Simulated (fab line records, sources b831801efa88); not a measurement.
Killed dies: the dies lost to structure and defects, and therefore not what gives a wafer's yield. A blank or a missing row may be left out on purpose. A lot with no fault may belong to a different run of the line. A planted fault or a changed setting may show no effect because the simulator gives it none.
fab line records + flow gf180mcu
[record]
- lots = 7
- wafers = 21
- last_day = 34
route steps=602 shown MVSD@68 MVPSD@78 PASSIVATION@602
lots that met no fault: from a run of the same line without faults
start_h: start of the lot's first displayed wafer, in hours after the record's first day + wait_h: how many hours have passed since the lot's step before this one + " as in the row above + L1.1+2: a row that stands for several wafers + - either no value or no given start + * or withheld: withheld + < > ~ a bound
route shown NAME@n: names a module that has steps shown in the file, with the first one's number in the route + usual: mean/standard deviation taken from wafers without a fault + same: alike in all rows + chamber/n: place in a boat + sites: the reading at each site + _std_site: their standard deviation + _edge_site: inner sites' mean taken away from outer sites' mean + radius_mm: for every site, how far away it sits from the centre of the wafer + mask NAME#n: copy n + behind: the tool/chamber that last shaped the wafer + hold: why the lot went on hold/how many hours it stayed there/how the hold came to an end + device: transistor that didn't switch, given as n, p or np + end of line: the tests these same wafers got at the end of their route + a step without rows: its recipe alone + killed: dies that structure and defects cost at the first sort, which is not the same as the wafer's yield + map: the dies of a wafer, with x for killed, . for not killed, _ for no die there
set.NAME: the setting the step ran with; set.NAME@STEP: the setting that earlier step ran with + model.NAME: the simulator's own value behind a step, which no gauge read
lots seen at some steps along the route; tables by step, rows by wafer
services: the hour from which a tool's chamber was out of use, counted from the record's first day as start_h (under 0 if before that day), plus the number of hours and why
[[steps]]
[step GF_MVSD_COAT_02]
[recipe]
- spin_rpm = 2000
- resist_thk_nm = 3000
[step GF_MVSD_SOFTBAKE_03]
[recipe]
- temp_c = 110
- time_s = withheld
[step GF_MVSD_EXPOSE_04]
[recipe]
- mask_id = MVSD
- target_cd_nm = 1000
- na = 0.6
- source_shape = conventional
- sigma_outer = 0.6
- dose_mj = 260
[step GF_MVSD_PEB_05]
[recipe]
- temp_c = 115
- time_s = withheld
[step GF_MVSD_DEVELOP_06]
[recipe]
- wall_angle_deg = 90
- develop_time_s = 60
- dev_temp_c = 23
[step GF_MVSD_OVL_MEAS_07]
[usual]
- MVSD_OVL = -1.5/1.5
| lot.wafer | tool       | chamber | start_h | wait_h | MVSD_OVL[nm] |
|-----------|------------|---------|---------|--------|--------------|
| L500.2    | overlay-02 | -       | 99.96   | -      | -2.5         |
| L500.4    | "          | -       | "       | "      | -3.4         |
| L500.6    | "          | -       | "       | "      | -5.2         |
| L504.3    | overlay-01 | -       | 123.27  | -      | -3.4         |
| L504.4    | "          | -       | "       | "      | -2.2         |
| L504.5    | "          | -       | "       | "      | -3.6         |
| L516.1    | overlay-01 | -       | 193.01  | -      | -1.3         |
| L516.2    | "          | -       | "       | "      | -1.4         |
| L516.5    | "          | -       | "       | "      | -2.6         |
| L517.2    | overlay-01 | -       | 197.96  | -      | 0.2          |
| L517.3    | "          | -       | "       | "      | -0.5         |
| L517.4    | "          | -       | "       | "      | -0.6         |
| L518.2    | overlay-01 | -       | 204.02  | -      | -0.9         |
| L518.5    | "          | -       | "       | "      | -2.3         |
| L518.6    | "          | -       | "       | "      | -1.4         |
| L519.3    | overlay-02 | -       | 207.92  | -      | -0.8         |
| L519.5    | "          | -       | "       | "      | -3.0         |
| L519.6    | "          | -       | "       | "      | -1.6         |
| L520.1    | overlay-02 | -       | 215.96  | -      | -2.8         |
| L520.2    | "          | -       | "       | "      | -0.4         |
| L520.5    | "          | -       | "       | "      | -1.0         |
[step GF_MVSD_IMPLANT_08]
[recipe]
- species = P
- energy_kev = 400
- dose_cm2 = 1.6e+13
- tilt_deg = 0
[step GF_MVSD_IMPLANT_09]
[recipe]
- species = P
- energy_kev = 100
- dose_cm2 = 5e+12
- tilt_deg = 0
[step GF_MVSD_STRIP_10]
[recipe]
- chemistry = O2/N2
- power_w = 1400
- pressure_mtorr = 1500
- platen_temp_c = 250
- o2_flow_sccm = 3000
- n2_flow_sccm = 300
- overash_fraction = 0.5
[usual]
- drypump_motor_current_A = 5.8/0.54
- heater_power_w = 323/14
- oes_product_au = 0.722/0.0046
- strip_time_to_endpoint_s = 36.94/0.097
| lot.wafer | tool            | chamber | start_h | wait_h | drypump_motor_current_A | heater_power_w | oes_product_au | rf_hours_counter_h | strip_time_to_endpoint_s |
|-----------|-----------------|---------|---------|--------|-------------------------|----------------|----------------|--------------------|--------------------------|
| L500.2    | plasma_asher-02 | 1       | 100.29  | 0.1    | 5.6                     | 328            | 0.729          | 38                 | 37.00                    |
| L500.4    | "               | 0       | "       | "      | 6.1                     | 319            | 0.717          | -                  | 37.02                    |
| L500.6    | "               | 0       | "       | "      | 6.1                     | 313            | 0.719          | -                  | 36.97                    |
| L504.3    | plasma_asher-02 | 1       | 123.63  | 0.1    | 5.6                     | 324            | 0.725          | -                  | 36.85                    |
| L504.4    | "               | 0       | "       | "      | 6.1                     | 324            | 0.719          | -                  | 36.95                    |
| L504.5    | "               | 1       | "       | "      | 5.6                     | 332            | 0.729          | -                  | 36.95                    |
| L516.1    | plasma_asher-02 | 1       | 193.35  | 0.1    | 5.5                     | 328            | 0.725          | 48                 | 36.90                    |
| L516.2    | "               | 0       | "       | "      | 6.1                     | 324            | 0.717          | 48                 | 36.83                    |
| L516.5    | "               | 1       | "       | "      | 5.6                     | 328            | 0.718          | -                  | 36.81                    |
| L517.2    | plasma_asher-02 | 0       | 198.29  | 0.1    | 6.1                     | 315            | 0.718          | 49                 | 36.88                    |
| L517.3    | "               | 1       | "       | "      | 5.6                     | 334            | 0.720          | -                  | 36.88                    |
| L517.4    | "               | 0       | "       | "      | 6.1                     | 322            | 0.720          | -                  | 36.79                    |
| L518.2    | plasma_asher-01 | 1       | 204.35  | 0.1    | 6.1                     | 347            | 0.718          | 37                 | 36.95                    |
| L518.5    | "               | 0       | "       | "      | 5.0                     | 325            | 0.719          | -                  | 36.98                    |
| L518.6    | "               | 1       | "       | "      | 6.1                     | 346            | 0.724          | -                  | 36.96                    |
| L519.3    | plasma_asher-04 | 0       | 208.28  | 0.1    | 6.6                     | 327            | 0.716          | -                  | 36.82                    |
| L519.5    | "               | 1       | "       | "      | 5.2                     | 294            | 0.723          | -                  | 36.82                    |
| L519.6    | "               | 0       | "       | "      | 6.6                     | 326            | 0.726          | -                  | 36.77                    |
| L520.1    | plasma_asher-02 | 1       | 216.36  | 0.1    | 5.6                     | 326            | 0.720          | 51                 | 36.90                    |
| L520.2    | "               | 0       | "       | "      | 6.0                     | 323            | 0.718          | 51                 | 37.00                    |
| L520.5    | "               | 1       | "       | "      | 5.6                     | 330            | 0.715          | -                  | 36.99                    |
[step GF_MVSD_TW_MEAS_11]
[usual]
- MVSD_TW = 1587/15
| lot.wafer | tool          | chamber | start_h | wait_h | MVSD_TW |
|-----------|---------------|---------|---------|--------|---------|
| L500.2    | film_metro-04 | -       | 100.40  | 0.1    | 1596    |
| L500.4    | "             | -       | "       | "      | 1596    |
| L500.6    | "             | -       | "       | "      | 1597    |
| L504.3    | film_metro-03 | -       | 123.72  | 0.1    | 1575    |
| L504.4    | "             | -       | "       | "      | 1572    |
| L504.5    | "             | -       | "       | "      | 1572    |
| L516.1    | film_metro-03 | -       | 193.45  | 0.1    | 1582    |
| L516.2    | "             | -       | "       | "      | 1587    |
| L516.5    | "             | -       | "       | "      | 1582    |
| L517.2    | film_metro-03 | -       | 198.40  | 0.1    | 1576    |
| L517.3    | "             | -       | "       | "      | 1579    |
| L517.4    | "             | -       | "       | "      | 1581    |
| L518.2    | film_metro-03 | -       | 204.46  | 0.1    | 1570    |
| L518.5    | "             | -       | "       | "      | 1581    |
| L518.6    | "             | -       | "       | "      | 1576    |
| L519.3    | film_metro-04 | -       | 208.36  | 0.1    | 1599    |
| L519.5    | "             | -       | "       | "      | 1596    |
| L519.6    | "             | -       | "       | "      | 1592    |
| L520.1    | film_metro-03 | -       | 216.46  | 0.1    | 1569    |
| L520.2    | "             | -       | "       | "      | 1567    |
| L520.5    | "             | -       | "       | "      | 1574    |
[step GF_MVPSD_DEHYDRATE_00]
[recipe]
- temp_c = 200
- time_s = 60
[step GF_MVPSD_HMDS_01]
[recipe]
- prime_time_s = 60
- prime_temp_c = 120
[step GF_MVPSD_COAT_02]
[recipe]
- spin_rpm = 2000
- resist_thk_nm = 3000
| lot.wafer | tool           | chamber | start_h | wait_h | model.coat_of_MVPSD_COAT_02.thk_nm |
|-----------|----------------|---------|---------|--------|------------------------------------|
| L500.2    | litho_track-02 | 0       | 106.75  | 0.1    | 3014                               |
| L500.4    | "              | 0       | "       | "      | 3011                               |
| L500.6    | "              | 0       | "       | "      | 3012                               |
| L504.3    | litho_track-04 | 0       | 130.52  | 0.1    | 2995                               |
| L504.4    | "              | 0       | "       | "      | 3003                               |
| L504.5    | "              | 0       | "       | "      | 3004                               |
| L516.1    | litho_track-04 | 0       | 201.67  | 0.1    | 3009                               |
| L516.2    | "              | 0       | "       | "      | 3015                               |
| L516.5    | "              | 0       | "       | "      | 1709                               |
| L517.2    | litho_track-02 | 0       | 206.45  | 0.1    | 3003                               |
| L517.3    | "              | 0       | "       | "      | 3006                               |
| L517.4    | "              | 0       | "       | "      | 3011                               |
| L518.2+5  | litho_track-03 | 0       | 212.64  | 0.1    | 3003                               |
| L518.6    | "              | 0       | "       | "      | 2996                               |
| L519.3    | litho_track-04 | 0       | 216.87  | 0.1    | 1704                               |
| L519.5    | "              | 0       | "       | "      | 1702                               |
| L519.6    | "              | 0       | "       | "      | 2994                               |
| L520.1    | litho_track-04 | 0       | 224.92  | 0.1    | 3012                               |
| L520.2    | "              | 0       | "       | "      | 3005                               |
| L520.5    | "              | 0       | "       | "      | 1706                               |
[step GF_MVPSD_SOFTBAKE_03]
[recipe]
- temp_c = 110
- time_s = withheld
[step GF_MVPSD_EXPOSE_04]
[recipe]
- mask_id = MVPSD
- target_cd_nm = 1000
- na = 0.6
- source_shape = conventional
- sigma_outer = 0.6
- dose_mj = 260
[step GF_MVPSD_PEB_05]
[recipe]
- temp_c = 115
- time_s = withheld
[step GF_MVPSD_DEVELOP_06]
[recipe]
- wall_angle_deg = 90
- develop_time_s = 60
- dev_temp_c = 23
| lot.wafer | tool           | chamber | start_h | wait_h | model.coat_of_MVPSD_COAT_02.thk_nm |
|-----------|----------------|---------|---------|--------|------------------------------------|
| L500.2    | litho_track-03 | 0       | -       | -      | 3013                               |
| L500.4    | "              | 0       | "       | "      | 3010                               |
| L500.6    | "              | 0       | "       | "      | 3011                               |
| L504.3    | litho_track-02 | 0       | -       | -      | 2994                               |
| L504.4    | "              | 0       | "       | "      | 3001                               |
| L504.5    | "              | 0       | "       | "      | 3003                               |
| L516.1    | litho_track-04 | 0       | -       | -      | 3008                               |
| L516.2    | "              | 0       | "       | "      | 3014                               |
| L516.5    | "              | 0       | "       | "      | 1707                               |
| L517.2    | litho_track-02 | 0       | -       | -      | 3002                               |
| L517.3    | "              | 0       | "       | "      | 3005                               |
| L517.4    | "              | 0       | "       | "      | 3010                               |
| L518.2+5  | litho_track-04 | 0       | -       | -      | 3002                               |
| L518.6    | "              | 0       | "       | "      | 2995                               |
| L519.3    | litho_track-03 | 0       | -       | -      | 1703                               |
| L519.5    | "              | 0       | "       | "      | 1701                               |
| L519.6    | "              | 0       | "       | "      | 2993                               |
| L520.1    | litho_track-02 | 0       | -       | -      | 3011                               |
| L520.2    | "              | 0       | "       | "      | 3004                               |
| L520.5    | "              | 0       | "       | "      | 1705                               |
[step GF_MVPSD_OVL_MEAS_07]
[usual]
- MVPSD_OVL = -0.3/1.5
| lot.wafer | tool       | chamber | start_h | wait_h | MVPSD_OVL[nm] |
|-----------|------------|---------|---------|--------|---------------|
| L500.2    | overlay-01 | -       | 114.07  | -      | -1.3          |
| L500.4    | "          | -       | "       | "      | -0.8          |
| L500.6    | "          | -       | "       | "      | -1.8          |
| L504.3    | overlay-02 | -       | 138.18  | -      | -1.4          |
| L504.4    | "          | -       | "       | "      | -1.4          |
| L504.5    | "          | -       | "       | "      | -3.1          |
| L516.1    | overlay-02 | -       | 210.47  | -      | 3.3           |
| L516.2    | "          | -       | "       | "      | 1.7           |
| L516.5    | "          | -       | "       | "      | 2.6           |
| L517.2    | overlay-02 | -       | 215.73  | -      | 0.4           |
| L517.3    | "          | -       | "       | "      | -1.4          |
| L517.4    | "          | -       | "       | "      | -0.4          |
| L518.2    | overlay-02 | -       | 221.87  | -      | 2.2           |
| L518.5    | "          | -       | "       | "      | 1.3           |
| L518.6    | "          | -       | "       | "      | 0.7           |
| L519.3    | overlay-02 | -       | 225.87  | -      | 0.3           |
| L519.5    | "          | -       | "       | "      | -0.4          |
| L519.6    | "          | -       | "       | "      | 0.8           |
| L520.1    | overlay-01 | -       | 234.02  | -      | 0.2           |
| L520.2    | "          | -       | "       | "      | -1.4          |
| L520.5    | "          | -       | "       | "      | -1.7          |
[step GF_MVPSD_IMPLANT_08]
[recipe]
- species = B
- energy_kev = 170
- dose_cm2 = 1.5e+13
- tilt_deg = 0
[step GF_MVPSD_IMPLANT_09]
[recipe]
- species = B
- energy_kev = 40
- dose_cm2 = 5e+12
- tilt_deg = 0
[step GF_MVPSD_STRIP_10]
[recipe]
- chemistry = O2/N2
- power_w = 1400
- pressure_mtorr = 1500
- platen_temp_c = 250
- o2_flow_sccm = 3000
- n2_flow_sccm = 300
- overash_fraction = 0.5
[usual]
- drypump_motor_current_A = 5.7/0.55
- heater_power_w = 343/36
- oes_product_au = 0.722/0.0046
- strip_time_to_endpoint_s = 36.99/0.091
| lot.wafer | tool            | chamber | start_h | wait_h | drypump_motor_current_A | heater_power_w | oes_product_au | rf_hours_counter_h | strip_time_to_endpoint_s |
|-----------|-----------------|---------|---------|--------|-------------------------|----------------|----------------|--------------------|--------------------------|
| L500.2    | plasma_asher-04 | 1       | 114.40  | 0.1    | 5.3                     | 305            | 0.725          | 51                 | 37.12                    |
| L500.4    | "               | 0       | "       | "      | 6.5                     | 326            | 0.719          | -                  | 37.07                    |
| L500.6    | "               | 1       | "       | "      | 5.3                     | 304            | 0.721          | -                  | 37.08                    |
| L504.3    | plasma_asher-01 | 1       | 138.54  | 0.1    | 6.1                     | 351            | 0.723          | -                  | 36.90                    |
| L504.4    | "               | 0       | "       | "      | 4.9                     | 322            | 0.721          | -                  | 36.99                    |
| L504.5    | "               | 1       | "       | "      | 6.1                     | 345            | 0.722          | -                  | 37.00                    |
| L516.1    | plasma_asher-03 | 0       | 210.80  | 0.1    | 5.3                     | 406            | 0.717          | 10                 | 37.04                    |
| L516.2    | "               | 1       | "       | "      | 5.7                     | 371            | 0.718          | 10                 | 37.13                    |
| L516.5    | "               | 1       | "       | "      | 5.7                     | 372            | 0.719          | -                  | 21.96                    |
| L517.2    | plasma_asher-01 | 1       | 216.06  | 0.1    | 6.1                     | 345            | 0.727          | 38                 | 36.98                    |
| L517.3    | "               | 1       | "       | "      | 6.1                     | 342            | 0.720          | -                  | 37.01                    |
| L517.4    | "               | 0       | "       | "      | 5.0                     | 329            | 0.723          | -                  | 37.07                    |
| L518.2    | plasma_asher-01 | 0       | 222.20  | 0.1    | 5.0                     | 333            | 0.719          | 39                 | 36.98                    |
| L518.5    | "               | 0       | "       | "      | 5.0                     | 329            | 0.724          | -                  | 36.99                    |
| L518.6    | "               | 1       | "       | "      | 6.1                     | 351            | 0.723          | -                  | 36.90                    |
| L519.3    | plasma_asher-01 | 0       | 226.23  | 0.1    | 5.0                     | 328            | 0.724          | -                  | 21.91                    |
| L519.5    | "               | 1       | "       | "      | 6.1                     | 344            | 0.723          | -                  | 21.88                    |
| L519.6    | "               | 0       | "       | "      | 5.0                     | 331            | 0.714          | -                  | 36.86                    |
| L520.1    | plasma_asher-04 | 1       | 234.36  | 0.1    | 5.2                     | 298            | 0.725          | 65                 | 37.09                    |
| L520.2    | "               | 0       | "       | "      | 6.6                     | 323            | 0.716          | 65                 | 37.01                    |
| L520.5    | "               | 0       | "       | "      | 6.6                     | 327            | 0.725          | -                  | 21.94                    |
[step GF_MVPSD_TW_MEAS_11]
[usual]
- MVPSD_TW = 556/5.5
| lot.wafer | tool          | chamber | start_h | wait_h | MVPSD_TW |
|-----------|---------------|---------|---------|--------|----------|
| L500.2    | film_metro-04 | -       | 114.51  | 0.1    | 557      |
| L500.4    | "             | -       | "       | "      | 556      |
| L500.6    | "             | -       | "       | "      | 561      |
| L504.3    | film_metro-03 | -       | 138.63  | 0.1    | 549      |
| L504.4    | "             | -       | "       | "      | 549      |
| L504.5    | "             | -       | "       | "      | 549      |
| L516.1    | film_metro-03 | -       | 210.90  | 0.1    | 557      |
| L516.2    | "             | -       | "       | "      | 556      |
| L516.5    | "             | -       | "       | "      | 554      |
| L517.2    | film_metro-04 | -       | 216.17  | 0.1    | 559      |
| L517.3    | "             | -       | "       | "      | 562      |
| L517.4    | "             | -       | "       | "      | 563      |
| L518.2    | film_metro-03 | -       | 222.31  | 0.1    | 551      |
| L518.5    | "             | -       | "       | "      | 552      |
| L518.6    | "             | -       | "       | "      | 552      |
| L519.3    | film_metro-04 | -       | 226.32  | 0.1    | 561      |
| L519.5    | "             | -       | "       | "      | 560      |
| L519.6    | "             | -       | "       | "      | 564      |
| L520.1    | film_metro-04 | -       | 234.46  | 0.1    | 560      |
| L520.2    | "             | -       | "       | "      | 560      |
| L520.5    | "             | -       | "       | "      | 560      |
[step GF_PASSIVATION_PROBE_99]
| lot.wafer | tool      | chamber | start_h | wait_h | model.etest.ldpmos_10p0.r_on_ohm_um | model.etest.ldpmos_10p0.drive_ua_um |
|-----------|-----------|---------|---------|--------|-------------------------------------|-------------------------------------|
| L500.2    | prober-01 | -       | 694.02  | 0.1    | 1.116e+04                           | 256.2                               |
| L500.4    | prober-01 | -       | 694.12  | 0.2    | 1.113e+04                           | 257.1                               |
| L500.6    | prober-01 | -       | 694.22  | 0.2    | 1.116e+04                           | 255.6                               |
| L504.3    | prober-01 | -       | 722.27  | 0.2    | 1.098e+04                           | 263.8                               |
| L504.4    | prober-01 | -       | 722.32  | 0.2    | 1.108e+04                           | 263.6                               |
| L504.5    | prober-01 | -       | 722.37  | 0.2    | 1.103e+04                           | 265.2                               |
| L516.1    | prober-02 | -       | 791.06  | 0.1    | 1.128e+04                           | 254.9                               |
| L516.2    | prober-02 | -       | 791.11  | 0.1    | 1.127e+04                           | 256                                 |
| L516.5    | prober-02 | -       | 791.26  | 0.2    | 1.091e+04                           | 268                                 |
| L518.2    | prober-01 | -       | 804.11  | 0.1    | 1.102e+04                           | 259.7                               |
| L518.5    | prober-01 | -       | 804.26  | 0.2    | 1.104e+04                           | 259.4                               |
| L518.6    | prober-01 | -       | 804.31  | 0.2    | 1.095e+04                           | 260.3                               |
| L517.2    | prober-02 | -       | 808.42  | 0.1    | 1.118e+04                           | 261.1                               |
| L517.3    | prober-02 | -       | 808.47  | 0.2    | 1.12e+04                            | 261.5                               |
| L517.4    | prober-02 | -       | 808.52  | 0.2    | 1.108e+04                           | 257.4                               |
| L519.3    | prober-01 | -       | 809.77  | 0.2    | 1.088e+04                           | 266.3                               |
| L519.5    | prober-01 | -       | 809.87  | 0.2    | 1.086e+04                           | 268.5                               |
| L519.6    | prober-01 | -       | 809.92  | 0.2    | 1.127e+04                           | 257                                 |
| L520.1    | prober-02 | -       | 815.77  | 0.1    | 1.127e+04                           | 254                                 |
| L520.2    | prober-02 | -       | 815.82  | 0.1    | 1.111e+04                           | 260.5                               |
| L520.5    | prober-02 | -       | 815.97  | 0.2    | 1.076e+04                           | 272.5                               |
// killed by level:class
L500.2 CONTACT:geometric_particle:open=4 V2:geometric_particle:open=4 V3:geometric_particle:short=3 M4:geometric_particle:short=3 POLY_GATE:geometric_particle:open=2 CONTACT:geometric_particle:short=2 M2:geometric_particle:short=2 V3:geometric_particle:open=2
L500.4 V4:geometric_particle:open=7 V4:geometric_particle:short=4 V2:geometric_particle:short=3 V2:geometric_particle:open=3 M4:geometric_particle:short=3 M2:geometric_particle:short=2 V3:geometric_particle:short=2 POLY_GATE:geometric_particle:short=1
L500.6 V4:geometric_particle:open=8 CONTACT:geometric_particle:open=7 V3:geometric_particle:open=7 V2:geometric_particle:open=4 V5:geometric_particle:open=4 STI:geometric_particle:open=3 STI:geometric_particle:short=2 CONTACT:geometric_particle:short=2
L504.3 V2:geometric_particle:open=5 CONTACT:geometric_particle:open=4 V1:geometric_particle:short=3 V2:geometric_particle:short=3 V3:geometric_particle:short=3 V5:geometric_particle:short=3 V5:geometric_particle:open=3 STI:geometric_particle:open=2
L504.4 V2:geometric_particle:open=5 V3:geometric_particle:open=4 V3:geometric_particle:short=3 V4:geometric_particle:open=3 V1:geometric_particle:short=2 V1:geometric_particle:open=2 M2:geometric_particle:open=2 M3:geometric_particle:short=2
L504.5 V1:geometric_particle:open=6 V4:geometric_particle:open=6 CONTACT:geometric_particle:open=4 M2:geometric_particle:short=4 V2:geometric_particle:open=4 V1:geometric_particle:short=3 V4:geometric_particle:short=2 V5:geometric_particle:short=2
L516.1 CONTACT:geometric_particle:open=7 V1:geometric_particle:open=6 V2:geometric_particle:open=4 V3:geometric_particle:open=4 V4:geometric_particle:open=4 V5:geometric_particle:short=4 V1:geometric_particle:short=3 V4:geometric_particle:short=3
L516.2 V1:geometric_particle:open=5 CONTACT:geometric_particle:open=4 V2:geometric_particle:open=4 V3:geometric_particle:open=4 V4:geometric_particle:open=4 V5:geometric_particle:open=4 M3:geometric_particle:short=3 M5:geometric_particle:short=3
L516.5 CONTACT:geometric_particle:open=6 V3:geometric_particle:open=5 CONTACT:geometric_particle:short=4 V1:geometric_particle:open=4 V4:geometric_particle:open=3 V1:geometric_particle:short=2 V2:geometric_particle:short=2 V2:geometric_particle:open=2
L518.2 STI:geometric_particle:short=6 V3:geometric_particle:open=5 STI:geometric_particle:open=4 CONTACT:geometric_particle:short=3 CONTACT:geometric_particle:open=3 M1:geometric_particle:short=3 M4:geometric_particle:short=3 V4:geometric_particle:open=3
L518.5 CONTACT:geometric_particle:short=4 CONTACT:geometric_particle:open=4 V4:geometric_particle:open=4 STI:geometric_particle:open=3 V1:geometric_particle:short=3 V1:geometric_particle:open=3 M2:geometric_particle:short=3 V2:geometric_particle:short=3
L518.6 M2:geometric_particle:short=5 V5:geometric_particle:short=4 V3:geometric_particle:open=4 V5:geometric_particle:open=4 M1:geometric_particle:short=3 V2:geometric_particle:short=3 V2:geometric_particle:open=3 STI:geometric_particle:short=2
L517.2 V1:geometric_particle:open=6 V4:geometric_particle:open=6 V1:geometric_particle:short=5 V2:geometric_particle:open=5 STI:geometric_particle:open=3 CONTACT:geometric_particle:open=3 M3:geometric_particle:short=3 V4:geometric_particle:short=3
L517.3 STI:geometric_particle:open=5 V5:geometric_particle:open=5 STI:geometric_particle:short=4 CONTACT:geometric_particle:open=4 M1:geometric_particle:short=3 V4:geometric_particle:open=3 CONTACT:geometric_particle:short=2 V1:geometric_particle:open=2
L517.4 V5:geometric_particle:open=5 V1:geometric_particle:open=4 V2:geometric_particle:open=4 V2:geometric_particle:short=4 CONTACT:geometric_particle:open=3 M4:geometric_particle:short=3 V4:geometric_particle:open=3 STI:geometric_particle:open=2
L520.1 V3:geometric_particle:open=8 V1:geometric_particle:open=6 STI:geometric_particle:short=4 CONTACT:geometric_particle:short=4 M3:geometric_particle:short=4 M4:geometric_particle:short=3 V5:geometric_particle:open=3 CONTACT:geometric_particle:open=2
L520.2 V3:geometric_particle:open=7 CONTACT:geometric_particle:open=6 STI:geometric_particle:open=4 V5:geometric_particle:open=4 V4:geometric_particle:open=4 V2:geometric_particle:open=3 SAB:geometric_particle:open=2 SALICIDE:geometric_particle:open=2
L520.5 V5:geometric_particle:open=7 V3:geometric_particle:open=6 CONTACT:geometric_particle:open=4 V2:geometric_particle:open=4 MVPSD:area_expose=4 V1:geometric_particle:open=3 V1:geometric_particle:short=2 M3:geometric_particle:short=2
[[services]]
| tool            | chamber | start_h | hours | kind       |
|-----------------|---------|---------|-------|------------|
| plasma_asher-03 | -       | 108.75  | 9.0   | pm         |
| plasma_asher-03 | 0       | 108.75  | 9.0   | vent_cycle |
| plasma_asher-03 | 1       | 108.75  | 9.0   | vent_cycle |
| plasma_asher-03 | 0       | 117.75  | -     | clean      |
| plasma_asher-03 | 1       | 117.75  | -     | clean      |
| plasma_asher-01 | -       | 142.05  | 28.1  | pm         |
| plasma_asher-02 | -       | 170.34  | 1.6   | repair     |
[[key]]
[first_sign]
- step = GF_MVPSD_STRIP_10
- reading = strip_time_to_endpoint_s
- direction = down
- sigmas = 99+
- usual = *
- struck = *
effect none on later readings
[model_effect]
- step = GF_MVPSD_COAT_02
- value = coat_of_MVPSD_COAT_02.thk_nm
- without = 3006
- struck = 1705
[model_effect]
- step = GF_MVPSD_DEVELOP_06
- value = coat_of_MVPSD_COAT_02.thk_nm
- without = 3005
- struck = 1704
[model_effect]
- step = GF_PASSIVATION_PROBE_99
- value = etest.ldpmos_10p0.r_on_ohm_um
- without = 1.118e+04
- struck = 1.085e+04
met_at GF_MVPSD_COAT_02
struck_wafers L516.5,L519.3,L519.5,L520.5
sort_left_out L519.3,L519.5
tester_left_out L516,L519,L520
onset_between 130.52 201.67
[fault]
- kind = process_parameter_drift
- tool = litho_track-04
- chamber = -
- onset_h = 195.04
- steps = GF_MVPSD_COAT_02
- channel = resist_thk_nm
- offset = *
- shape = step
- end_h = 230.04
- scope = struck_wafers_only
- acts_in = *
- stated = *
// tester_left_out: of these lots the tester's yield and bins aren't shown, on N5 and GAA mostly nor the transistor test; their killed dies are dies lost to structure and defects alone, not to doping, threshold or leakage, so they don't give the yield
// sort_left_out: the simulated sort isn't trusted on such a fault, so these wafers' sort isn't shown, and their yield isn't known
